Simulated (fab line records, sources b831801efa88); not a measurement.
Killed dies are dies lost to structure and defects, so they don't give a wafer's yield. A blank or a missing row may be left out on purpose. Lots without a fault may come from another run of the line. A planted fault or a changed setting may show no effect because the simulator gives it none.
Chamber matching | flow sky130 | SKY_VIA3_HDPCVD_00 on hdpcvd-01: 3 sister chambers
The step deposits SiO2, target thk 1635 nm, time 272.5 s. 20 wafers are shown with their chamber, then 9 later ones without.

WAFERS WITH THEIR CHAMBER
wafer  | chamber | run_length_s (s)
L532.1 | 1       | 300.4
L532.2 | 0       | 299.9
L532.3 | 2       | 300.3
L533.2 | 1       | 300.3
L533.3 | 2       | 300.4
L533.4 | 1       | 300.3
L538.1 | 2       | 300.4
L538.4 | 1       | 300.9
L538.6 | 0       | 300.4
L536.2 | 2       | 300.5
L536.5 | 1       | 299.9
L536.6 | 0       | 300.1
L539.1 | 1       | 300.0
L539.4 | 2       | 300.4
L539.6 | 0       | 300.1
L541.2 | 0       | 300.1
L541.4 | 2       | 300.8
L541.5 | 0       | 300.4
L542.1 | 2       | 300.4
L542.3 | 1       | 300.7

SIGNATURES (means of the wafers above)
reading      | chamber 0 | chamber 1 | chamber 2 | scatter within a chamber
run_length_s | 300.167   | 300.357   | 300.457   | 0.255
Rule: a wafer's distance from a chamber is the root of the sum, over the readings, of the square of ((its reading less the chamber's mean) divided by the reading's scatter). The wafer belongs to the nearest chamber; if the next one is less than 2 further off, it can't be placed. The scatter: the root of (the sum of the squares of (reading less its chamber's mean) over the shown wafers, divided by (wafers less chambers)).

WAFERS WITHOUT THEIR CHAMBER
wafer  | run_length_s (s)
L542.5 | 299.8
L543.3 | 300.0
L543.4 | 300.6
L543.5 | 300.1
L544.3 | 300.2
L544.4 | 300.3
L544.5 | 300.2
L551.3 | 300.0
L551.6 | 300.2

WHICH CHAMBER EACH WENT THROUGH
wafer  | from the rows above          | in truth
L542.5 | can't be placed: 0 or 1 or 2 | 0
L543.3 | can't be placed: 0 or 1 or 2 | 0
L543.4 | can't be placed: 2 or 1 or 0 | 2
L543.5 | can't be placed: 0 or 1 or 2 | 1
L544.3 | can't be placed: 0 or 1 or 2 | 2
L544.4 | can't be placed: 1 or 0 or 2 | 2
L544.5 | can't be placed: 0 or 1 or 2 | 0
L551.3 | can't be placed: 0 or 1 or 2 | 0
L551.6 | can't be placed: 0 or 1 or 2 | 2
Placed correctly: 0 of 9. Can't be placed from these rows: 9 (the true chamber is among the candidates in 9). Placed wrongly: 0.
